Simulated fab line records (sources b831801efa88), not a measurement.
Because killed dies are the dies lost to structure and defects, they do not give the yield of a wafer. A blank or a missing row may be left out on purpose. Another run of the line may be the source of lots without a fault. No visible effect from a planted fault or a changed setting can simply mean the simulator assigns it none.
A single fault, viewed from 2 desks -- flow sfq-line -- each desk has only its own numbers; what lay behind them comes last

## DESK OF THE TOOL OWNER: pvd-sputter-05
The tool's own readings at SFQ_TRILAYER_M1_DEP_SPUTTER_037 (material Nb, target thk 200 nm, time 133.3 s): means of the sampled wafers that have a number, for each lot that ran on this tool. Any lot whose mean is over 4 standard deviations away from the usual mean is out of limits and marked OUT; that distance is given in the brackets.
Columns: A = throttle-valve-pct at SFQ_TRILAYER_M1_DEP_SPUTTER_037, usual 29.8 %
lot,first seen here,A
L353,day 24 22:43,30.2
L362,day 28 17:43,30.5
L363,day 29 00:55,30.3
Result from this desk: across the 3 lots, nothing is out of limits.

## AT THE METROLOGY DESK
What the gauges read for every lot (on any tool): the sampled wafers with a number, averaged. Any lot whose mean is over 4 standard deviations away from the usual mean is out of limits and marked OUT; that distance is given in the brackets.
Columns: A = I0_OVL at SFQ_I0_OVL_MEAS_908, usual 2 nm; B = M1_NB_RS at SFQ_M1_RS_MEAS_909, usual 0.885 ohm/sq; C = M1_OVL at SFQ_M1_OVL_MEAS_911, usual 3 nm; D = I1_BOW at SFQ_I1_BOW_MEAS_912, usual 3 um; E = I1_OVL at SFQ_I1_OVL_MEAS_913, usual -1 nm; F = M8_BOW at SFQ_M8_BOW_MEAS_951, usual 9 um
lot,first seen here,A,B,C,D,E,F
L343,day 20 08:53,3,0.879,-3,18,9,21
L346,day 21 10:11,4,0.887,-3,2,-1,4
L348,day 22 05:24,4,0.896,-3,-4,-7,2
L353,day 24 21:43,2,0.890,4,4,-9,22
L362,day 28 16:44,2,0.894,-7,9,-1,19
L363,day 28 23:56,-1,0.884,-5,-6,2,-11
Result from this desk: across the 6 lots, nothing is out of limits.

## TAKEN TOGETHER
Nothing out of limits was seen by the tool owner's desk.
Nothing out of limits was seen by the metrology desk.

## WHAT WAS PUT IN BY THE SIMULATOR
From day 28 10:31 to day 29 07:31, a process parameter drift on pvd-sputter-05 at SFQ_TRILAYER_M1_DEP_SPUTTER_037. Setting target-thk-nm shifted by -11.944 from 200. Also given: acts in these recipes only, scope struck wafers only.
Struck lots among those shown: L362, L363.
